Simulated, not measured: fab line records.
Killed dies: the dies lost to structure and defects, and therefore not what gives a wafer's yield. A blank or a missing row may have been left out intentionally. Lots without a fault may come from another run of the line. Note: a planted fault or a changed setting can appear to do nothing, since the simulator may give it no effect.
Which tool did it? | flow sky130 | 14 lots, 42 wafers sampled, at 4 steps of a route of 708

== WHAT EACH GAUGE READ, for each wafer ==
SKY_SONOS_TUNNEL_CD_MEAS_07: the cd target is 410 nm.
lot  | measured     | on       | cdNm (nm)
L178 | day 11 12:10 | cdSem-01 | 409.4 409.4 408.1
L179 | day 11 19:28 | cdSem-01 | 408.9 407.4 410.3
L181 | day 12 16:57 | cdSem-02 | 413.7 415.1 414.8
L183 | day 13 06:05 | cdSem-02 | 409.3 409.8 411.5
L184 | day 13 06:55 | cdSem-02 | 411.6 410.0 409.7
L185 | day 13 19:09 | cdSem-02 | 410.1 411.6 412.1
L186 | day 14 03:36 | cdSem-02 | 410.3 408.7 408.9
L187 | day 14 09:31 | cdSem-01 | 409.8 410.4 411.8
L188 | day 14 18:12 | cdSem-01 | 413.1 414.3 411.6
L190 | day 15 05:00 | cdSem-01 | 409.1 408.6 408.7
L197 | day 17 23:39 | cdSem-02 | - - -
L198 | day 18 06:48 | cdSem-02 | - - -
L200 | day 18 20:06 | cdSem-01 | 408.6 408.8 407.9
L201 | day 19 05:09 | cdSem-01 | 408.1 411.0 408.3

SKY_SONOS_TUNNEL_OVL_MEAS_08.
lot  | measured     | on         | SONOS_TUNNEL_OVL (nm)
L178 | day 11 12:16 | overlay-02 | -2.9 -1.1 -1.8
L179 | day 11 19:35 | overlay-02 | -1.1 -0.8 0.7
L181 | day 12 17:04 | overlay-02 | 0.6 -0.1 -0.6
L183 | day 13 06:13 | overlay-01 | -0.7 -1.4 -2.1
L184 | day 13 06:59 | overlay-01 | -1.1 -0.2 -2.0
L185 | day 13 19:16 | overlay-02 | -0.1 -1.7 -2.4
L186 | day 14 03:43 | overlay-01 | 1.1 0.8 2.2
L187 | day 14 09:38 | overlay-02 | -1.0 -4.0 -3.4
L188 | day 14 18:20 | overlay-02 | -1.6 -1.7 -0.6
L190 | day 15 05:07 | overlay-01 | 3.8 0.0 0.6
L197 | day 17 23:46 | overlay-02 | - - -
L198 | day 18 06:55 | overlay-02 | - - -
L200 | day 18 20:10 | overlay-01 | -2.1 -3.4 -3.0
L201 | day 19 05:13 | overlay-01 | -0.5 0.1 -0.6

SKY_SONOS_TUNNEL_TW_MEAS_12.
lot  | measured     | on           | SONOS_TUNNEL_TW
L178 | day 11 12:44 | filmMetro-04 | 201.1 199.7 200.3
L179 | day 11 20:03 | filmMetro-03 | 193.3 193.1 192.8
L181 | day 12 17:32 | filmMetro-04 | 199.3 199.4 199.2
L183 | day 13 06:50 | filmMetro-01 | 197.8 196.9 196.9
L184 | day 13 07:43 | filmMetro-03 | 192.8 191.8 192.3
L185 | day 13 19:43 | filmMetro-03 | 191.6 192.2 191.7
L186 | day 14 04:10 | filmMetro-01 | 194.1 194.1 194.8
L187 | day 14 10:07 | filmMetro-03 | 191.4 192.3 190.9
L188 | day 14 19:00 | filmMetro-01 | 194.0 194.2 194.9
L190 | day 15 05:35 | filmMetro-04 | 200.6 198.9 199.1
L197 | day 18 00:14 | filmMetro-01 | 30.1 30.2 29.9
L198 | day 18 07:22 | filmMetro-01 | 30.1 30.0 30.2
L200 | day 18 20:38 | filmMetro-03 | 192.2 192.1 192.1
L201 | day 19 05:41 | filmMetro-04 | 199.0 198.9 200.6

== WHICH TOOL RAN EACH LOT (tool, then ch and the chambers of the sampled wafers, then the start) ==
lot  | SKY_SONOS_TUNNEL_DEVELOP_06
L178 | lithoTrack-02 ch 0, day 11 12:01
L179 | lithoTrack-03 ch 0, day 11 19:20
L181 | lithoTrack-04 ch 0, day 12 16:49
L183 | lithoTrack-02 ch 0, day 13 05:56
L184 | lithoTrack-03 ch 0, day 13 06:47
L185 | lithoTrack-03 ch 0, day 13 18:57
L186 | lithoTrack-03 ch 0, day 14 03:27
L187 | lithoTrack-03 ch 0, day 14 09:23
L188 | lithoTrack-03 ch 0, day 14 18:03
L190 | lithoTrack-04 ch 0, day 15 04:52
L197 | lithoTrack-03 ch 0, day 17 23:30
L198 | lithoTrack-03 ch 0, day 18 06:39
L200 | lithoTrack-02 ch 0, day 18 19:58
L201 | lithoTrack-02 ch 0, day 19 05:01
- SKY_SONOS_TUNNEL_DEVELOP_06: develop time 60 s.

== WHAT THE TOOLS THEMSELVES READ (means of the sampled wafers that have a number; where no wafer has one, the mark that the record gives instead) ==
The record holds no such reading with a usual standard deviation.

== THE ANSWER, worked out from the rows above alone ==
Rule: the lots themselves supply what counts as usual. Put in order of their means at a reading, lots are off if they are a third of the lots or fewer, leave a main group of 4 or more, and stand apart from it by a gap of 3 or more times the standard deviation of the main group's means; of several such gaps the widest counts. The tables above print the reading to a certain number of digits; a main group whose means all agree to those digits is not used. Also off: a lot with no number at a reading for which 4 or more lots have one. Where the step has rows for the other lots, those lots are counted as sound. Order of review: gauges by route order, followed by the tools' own readings, for which a lot's mean as printed above is used. The first step at which some lot is off is used, and at that step the reading that is off furthest; a lot without a number counts as furthest.
Off: L197, L198 (SKY_SONOS_TUNNEL_CD_MEAS_07, cdNm). Without a number there: L197, L198. Mean 410.3 nm and standard deviation 1.8 in the main group.
A tool fits if, at a process step before that reading, it ran every lot that is off, and no sound lot after the first of them. Not tried: the gauges at SKY_SONOS_TUNNEL_CD_MEAS_07; whatever is off there is also off at SKY_SONOS_TUNNEL_OVL_MEAS_08, on other tools, and gauge error can't account for it. One fits: lithoTrack-03 at SKY_SONOS_TUNNEL_DEVELOP_06. A fault onset in the window from L188 (day 14 18:03, its last sound lot) to L197 (day 17 23:30, its first lot off) fits.

== WHAT WAS PUT IN BY THE SIMULATOR ==
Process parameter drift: lithoTrack-03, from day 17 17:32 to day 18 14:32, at SKY_SONOS_TUNNEL_DEVELOP_06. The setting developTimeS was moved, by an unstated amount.
Struck lots among those shown: L197, L198. The rule above reached the same finding.
